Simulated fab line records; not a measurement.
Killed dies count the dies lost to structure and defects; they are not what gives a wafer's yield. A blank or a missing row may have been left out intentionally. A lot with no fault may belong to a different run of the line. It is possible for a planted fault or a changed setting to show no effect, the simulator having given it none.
Comparing a struck lot with a sound one | flow sky130 | 16 out of 708 route steps
Sound: the wafers L142.1, L142.2, L142.3. Wafers struck: L159.2, L159.5. Last of all comes the cause.
At each step with rows: each side's tool, then ch and its chambers, then its first start. Under that, the readings that differ: sound wafers | struck wafers | difference of the means | sigmas: that difference in standard deviations of wafers without a fault.
alike: readings with means less than 2 such deviations apart, plus words and numbers identical on both sides. not compared: withheld readings, readings lacking a value on some wafer, bounds such as >300 that could conceal the same value, and numbers that have no deviation in the record and whose values overlap.
The two part at a step that has a row with sigmas, a row that says differs or no value, or rows on one side only. Numbers that don't overlap but have no deviation are shown without sigmas and don't part them. A reading missing from all wafers of one side parts the sides only when that side holds two or more wafers.

first, 2 steps without rows for these wafers: SKY_METAL3_PEB_11; SKY_METAL3_DEVELOP_12 (develop time 60 s).
SKY_METAL3_CD_MEAS_13: target cd 300 nm.
  sound: cd sem-01 at day 38 22:49; struck: cd sem-02 at day 44 00:16
  alike: cd nm
SKY_METAL3_OVL_MEAS_14:
  sound: overlay-02 at day 38 22:56; struck: overlay-02 at day 44 00:23
  reading         | sound   | struck | difference | sigmas
  METAL3_OVL (nm) | 1 -3 -1 | 15 12  | +14        | +3
SKY_METAL3_DESCUM_15: chemistry O2, time 8 s.
  sound on rie metal-02 ch 0,1, day 38 22:58; struck on rie metal-01 ch 1, day 44 00:25
  alike: drypump motor current A, oes product au
  not compared: rf hours counter h
SKY_METAL3_ETCH_16: etches BARC in N2/H2, stops on SiO2, time 88.2 s, target depth 60 nm.
  sound on rie metal-02 ch 0,1, day 38 23:01; struck on rie metal-01 ch 1, day 44 00:26
  alike: bias w, drypump motor current A, oes product au, throttle valve pct
  not compared: rf hours counter h
then, 1 step without rows for these wafers: SKY_METAL3_ETCH_17 (etches SiO2 in C4F8/O2/Ar, stops on TiN, time 3.9 s, target depth 15 nm).
SKY_METAL3_METAL_ETCH_18: etches the open film in Cl2/BCl3, stops on SiO2, target depth 845 nm, time 183.1 s.
  sound on rie metal-03 ch 0,1, day 38 23:07; struck on rie metal-03 ch 0, day 44 00:34
  alike: bias w, drypump motor current A, mfc cl2 sccm, oes product au, throttle valve pct
  not compared: rf hours counter h
SKY_METAL3_STRIP_19: strips in O2/N2.
  sound on plasma asher-02 ch 0,1, day 38 23:18; struck on plasma asher-04 ch 0, day 44 00:44
  alike: drypump motor current A, oes product au, strip time to endpoint s
  not compared: rf hours counter h
then, 3 steps without rows for these wafers: SKY_METAL3_STRIP_20 (strips in post etch residue remover, time 1200 s); SKY_METAL3_CLEAN_21 (cleans in IPA, time 180 s); SKY_METAL3_CLEAN_22 (cleans in O3/DIW).
SKY_VIA3_HDPCVD_00: deposits SiO2, target thk 1635 nm, time 272.5 s.
  sound on hdpcvd-01 ch 0,1,2, day 38 23:57; struck on hdpcvd-02 ch 0, day 44 01:20
  reading                                  | sound          | struck    | difference | sigmas
  model.SiO2_of_VIA3_HDPCVD_00.thk nm (nm) | 1629 1620 1651 | 2233 2230 | +598       |
  alike: pressure mtorr
SKY_VIA3_THK_MEAS_01:
  sound: film metro-03 at day 39 00:07; struck: film metro-02 at day 44 01:31
  reading              | sound          | struck    | difference | sigmas
  VIA3_HDPCVD_THK (nm) | 1628 1620 1653 | 2232 2229 | +597       | +25
SKY_VIA3_CMP_02: polishes SiO2.
  sound on cmp-02 ch 0,2,3, day 39 00:11; struck on cmp-01 ch 3, day 44 02:00
  alike: motor current A
SKY_PAD_OPEN_PROBE_99:
  the record has rows for the sound wafers here (prober-02, day 46 03:38) and none for the struck ones

WHERE THEY PART
Earliest at SKY_METAL3_OVL_MEAS_14; latest, in this record, at SKY_PAD_OPEN_PROBE_99.

WHY: what the simulator had put in
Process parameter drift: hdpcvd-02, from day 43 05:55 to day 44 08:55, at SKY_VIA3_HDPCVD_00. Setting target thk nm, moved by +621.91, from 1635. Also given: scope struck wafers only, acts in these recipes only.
